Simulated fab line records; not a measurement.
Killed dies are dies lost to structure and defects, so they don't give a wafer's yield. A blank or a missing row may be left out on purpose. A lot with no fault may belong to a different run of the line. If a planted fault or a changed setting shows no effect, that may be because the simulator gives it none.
Tool commonality check    flow sky130    11 lots, 39 wafers sampled

## WHY IT WAS OPENED
Of 11 lots, 2 have the reading SD_N_RS flagged at SKY_SD_N_RS_MEAS_16. No-fault wafers: 68.59 ohm/sq, standard deviation 0.13.
Rule: a lot gets a flag if all its wafers with a number sit over 4 standard deviations from that mean, or if no wafer of it has a number. All remaining lots are regarded as sound.

lot   measured      on             SD_N_RS (ohm/sq), wafer by wafer     flag
L683  day 27 16:31  film metro-02  68.60 68.80 68.72                    
L686  day 28 19:05  film metro-01  68.43 68.62 68.48                    
L688  day 30 04:00  film metro-01  68.68 68.33 68.69                    
L689  day 30 06:41  film metro-02  67.33 67.45 67.35 67.42 67.34 67.42  FLAGGED
L691  day 30 16:45  film metro-02  68.76 68.76 68.59                    
L690  day 30 18:04  film metro-02  67.49 67.37 67.61 67.38 67.38 67.51  FLAGGED
L698  day 33 09:30  film metro-01  68.75 68.79 68.62                    
L699  day 33 15:38  film metro-03  68.66 68.45 68.54                    
L702  day 34 01:49  film metro-01  68.38 68.55 68.51                    
L704  day 34 17:41  film metro-01  68.63 68.64 68.58                    
L705  day 35 11:01  film metro-02  68.78 68.81 68.70                    
The numbers of the flagged lots are 67.42 ohm/sq on average: -1.17 ohm/sq against the usual, or -9 standard deviations.

## EACH LOT AND THE TOOL IT RAN ON
Before the reading, the record contains 3 process steps out of a 708-step route. Cell contents, in order: the tool; ch with the chambers the sampled wafers went through; the start.
lot   flag     SKY_POLY_CUT_STRIP_12                 SKY_SD_N_IMPLANT_09              SKY_SD_N_STRIP_11
L683           plasma asher-04 ch 0,1, day 23 23:35  implanter-04 ch 0, day 27 15:47  plasma asher-02 ch 0,1, day 27 16:05
L686           plasma asher-04 ch 0,1, day 25 03:33  implanter-01 ch 0, day 28 18:24  plasma asher-02 ch 0,1, day 28 18:41
L688           plasma asher-04 ch 0,1, day 26 13:45  implanter-01 ch 0, day 30 03:19  plasma asher-01 ch 0,1, day 30 03:37
L689  FLAGGED  plasma asher-03 ch 0,1, day 26 16:44  implanter-01 ch 0, day 30 06:00  plasma asher-01 ch 0,1, day 30 06:17
L691           plasma asher-01 ch 0,1, day 27 02:44  implanter-04 ch 0, day 30 16:05  plasma asher-02 ch 0,1, day 30 16:22
L690  FLAGGED  plasma asher-04 ch 0,1, day 27 06:14  implanter-01 ch 0, day 30 17:24  plasma asher-01 ch 0,1, day 30 17:39
L698           plasma asher-03 ch 0,1, day 30 00:18  implanter-04 ch 0, day 33 08:49  plasma asher-01 ch 0, day 33 09:07
L699           plasma asher-03 ch 0,1, day 30 05:53  implanter-01 ch 0, day 33 14:58  plasma asher-03 ch 0,1, day 33 15:15
L702           plasma asher-01 ch 0,1, day 30 15:53  implanter-01 ch 0, day 34 01:09  plasma asher-02 ch 0,1, day 34 01:25
L704           plasma asher-01 ch 0,1, day 31 10:01  implanter-03 ch 0, day 34 17:00  plasma asher-03 ch 0,1, day 34 17:17
L705           plasma asher-04 ch 0,1, day 32 03:51  implanter-01 ch 0, day 35 10:20  plasma asher-03 ch 0,1, day 35 10:38
What the steps here do:
- SKY_POLY_CUT_STRIP_12: strips in O2/N2.
- SKY_SD_N_IMPLANT_09
- SKY_SD_N_STRIP_11: strips in O2/N2.
- SKY_SD_N_RS_MEAS_16: measures by four-point-probe.

## FLAGGED AGAINST TOTAL, ONE TOOL AT A TIME (gauges that did the reading follow at the end)
step                   tool             lots run  flagged  share of the flagged lots  sound lots run after its first flagged lot
SKY_POLY_CUT_STRIP_12  plasma asher-01  3         0        none                       -
SKY_POLY_CUT_STRIP_12  plasma asher-03  3         1        some                       2 (L698,L699)
SKY_POLY_CUT_STRIP_12  plasma asher-04  5         1        some                       1 (L705)
SKY_SD_N_IMPLANT_09    implanter-01     7         2        all                        3 (L699,L702,L705)
SKY_SD_N_IMPLANT_09    implanter-03     1         0        none                       -
SKY_SD_N_IMPLANT_09    implanter-04     3         0        none                       -
SKY_SD_N_STRIP_11      plasma asher-01  4         2        all                        1 (L698)
SKY_SD_N_STRIP_11      plasma asher-02  4         0        none                       -
SKY_SD_N_STRIP_11      plasma asher-03  3         0        none                       -
SKY_SD_N_RS_MEAS_16    film metro-01    5         0        none                       -
SKY_SD_N_RS_MEAS_16    film metro-02    5         2        all                        2 (L691,L705)
SKY_SD_N_RS_MEAS_16    film metro-03    1         0        none                       -

## WHAT THE TABLE PERMITS
All flagged lots were run by 3 table rows, namely implanter-01 at SKY_SD_N_IMPLANT_09, plasma asher-01 at SKY_SD_N_STRIP_11, film metro-02 at SKY_SD_N_RS_MEAS_16.
- implanter-01 at SKY_SD_N_IMPLANT_09: 2 of its 7 lots flagged. Lots that were sound ran on it after the first flagged one (L699, L702, L705); a persistent fault on the entire tool would not allow that. Its own readings (beam on s, end station pressure torr) fall more than 4 standard deviations out on all wafers of the flagged lots.
- plasma asher-01 at SKY_SD_N_STRIP_11: 2 of its 4 lots flagged. Lots that were sound ran on it after the first flagged one (L698); a persistent fault on the entire tool would not allow that. Its own readings (strip time to endpoint s) fall more than 4 standard deviations out on all wafers of the flagged lots.
- film metro-02 at SKY_SD_N_RS_MEAS_16: 2 of its 5 lots flagged. Lots that were sound ran on it after the first flagged one (L691, L705); a persistent fault on the entire tool would not allow that.
None of the table's rows ran every flagged lot and, after the first, no sound lot.

## WHAT WAS PUT IN BY THE SIMULATOR
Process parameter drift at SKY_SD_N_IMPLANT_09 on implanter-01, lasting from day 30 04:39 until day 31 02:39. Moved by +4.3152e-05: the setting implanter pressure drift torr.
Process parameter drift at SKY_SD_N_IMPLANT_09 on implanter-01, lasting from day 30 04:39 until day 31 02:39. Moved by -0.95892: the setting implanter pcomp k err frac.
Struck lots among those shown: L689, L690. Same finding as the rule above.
